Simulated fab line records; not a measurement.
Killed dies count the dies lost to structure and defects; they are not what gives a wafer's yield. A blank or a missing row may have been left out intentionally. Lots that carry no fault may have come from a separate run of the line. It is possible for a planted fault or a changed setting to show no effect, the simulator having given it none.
Which tool is to blame? ; flow sky130 ; 12 lots, 35 wafers sampled, at 2 steps of a route of 708

== WHAT THE GAUGES SHOWED, per wafer ==
SKY_CAP2M_OVL_MEAS_12.
lot;measured;on;CAP2M_OVL (nm)
L886;day 40 13:09;overlay-02;1.9 1.4 0.7
L885;day 40 16:07;overlay-01;-1.3 2.4 0.3
L887;day 41 00:58;overlay-01;-1.0 -1.9 -1.2
L893;day 42 20:39;overlay-01;1.2 -0.2 -1.3
L895;day 43 15:07;overlay-01;-1.2 0.3 -0.7
L897;day 44 01:44;overlay-02;-0.3 -0.5 -1.3
L898;day 44 07:22;overlay-01;-1.4 -0.4 -0.7
L902;day 45 05:46;overlay-02;-0.7 -0.7
L903;day 45 08:23;overlay-02;-1.4 -1.7 -2.6
L904;day 45 11:56;overlay-02;-2.0 -1.5 -0.9
L908;day 46 23:19;overlay-01;-0.1 -0.1 1.6
L907;day 47 05:40;overlay-02;-1.7 -2.8 -1.6

== EACH LOT AND THE TOOL THAT RAN IT (in order: tool; ch and the chambers of the sampled wafers; start) ==
lot;SKY_METAL2_DESCUM_17
L886;rie-metal-03 ch 0,1, day 34 21:49
L885;rie-metal-01 ch 0,1, day 35 01:35
L887;rie-metal-03 ch 0,1, day 35 12:04
L893;rie-metal-04 ch 1, day 37 09:35
L895;rie-metal-01 ch 0,1, day 38 07:14
L897;rie-metal-04 ch 0,1, day 38 18:29
L898;rie-metal-01 ch 1, day 39 02:22
L902;rie-metal-03 ch 0,1, day 40 03:19
L903;rie-metal-01 ch 0, day 40 05:37
L904;rie-metal-01 ch 0,1, day 40 10:28
L908;rie-metal-04 ch 1, day 42 01:22
L907;rie-metal-03 ch 0,1, day 42 11:14
- SKY_METAL2_DESCUM_17: chemistry O2, time 8 s.

== WHAT THE TOOLS THEMSELVES READ (means of the sampled wafers that have a number; where no wafer has one, the mark that the record gives instead) ==
SKY_METAL2_DESCUM_17.
lot;tool;drypump-motor-current-A (A);oes-product-au (a.u.)
L886;rie-metal-03;5.83;1.000
L885;rie-metal-01;5.61;0.996
L887;rie-metal-03;5.84;0.999
L893;rie-metal-04;6.02;1.009
L895;rie-metal-01;5.60;0.996
L897;rie-metal-04;5.70;1.000
L898;rie-metal-01;5.66;0.999
L902;rie-metal-03;5.85;0.998
L903;rie-metal-01;5.48;1.001
L904;rie-metal-01;5.52;1.000
L908;rie-metal-04;6.03;1.006
L907;rie-metal-03;5.87;0.992

== THE ANSWER, worked out from the rows above alone ==
Rule: usual is defined by the lots themselves. The widest of any qualifying gaps counts: lots, ordered by their means at a reading, are off when they make up no more than a third of the lots, leave a main group of 4 or more, and stand apart from it by 3 or more times the standard deviation of that group's means. The tables above print the reading to a certain number of digits; a main group whose means all agree to those digits is not used. Also off: a lot with no number at a reading for which 4 or more lots have one. Where the step has rows for the other lots, those lots are counted as sound. The gauges are gone through in route order, then the tools' own readings, and for those a lot's mean is taken as printed above. The first step at which some lot is off is used, and at that step the reading that is off furthest; a lot without a number counts as furthest.
Across all readings shown, no lot is off: no conclusion can be drawn from this.

== WHAT THE SIMULATOR HAD PUT IN ==
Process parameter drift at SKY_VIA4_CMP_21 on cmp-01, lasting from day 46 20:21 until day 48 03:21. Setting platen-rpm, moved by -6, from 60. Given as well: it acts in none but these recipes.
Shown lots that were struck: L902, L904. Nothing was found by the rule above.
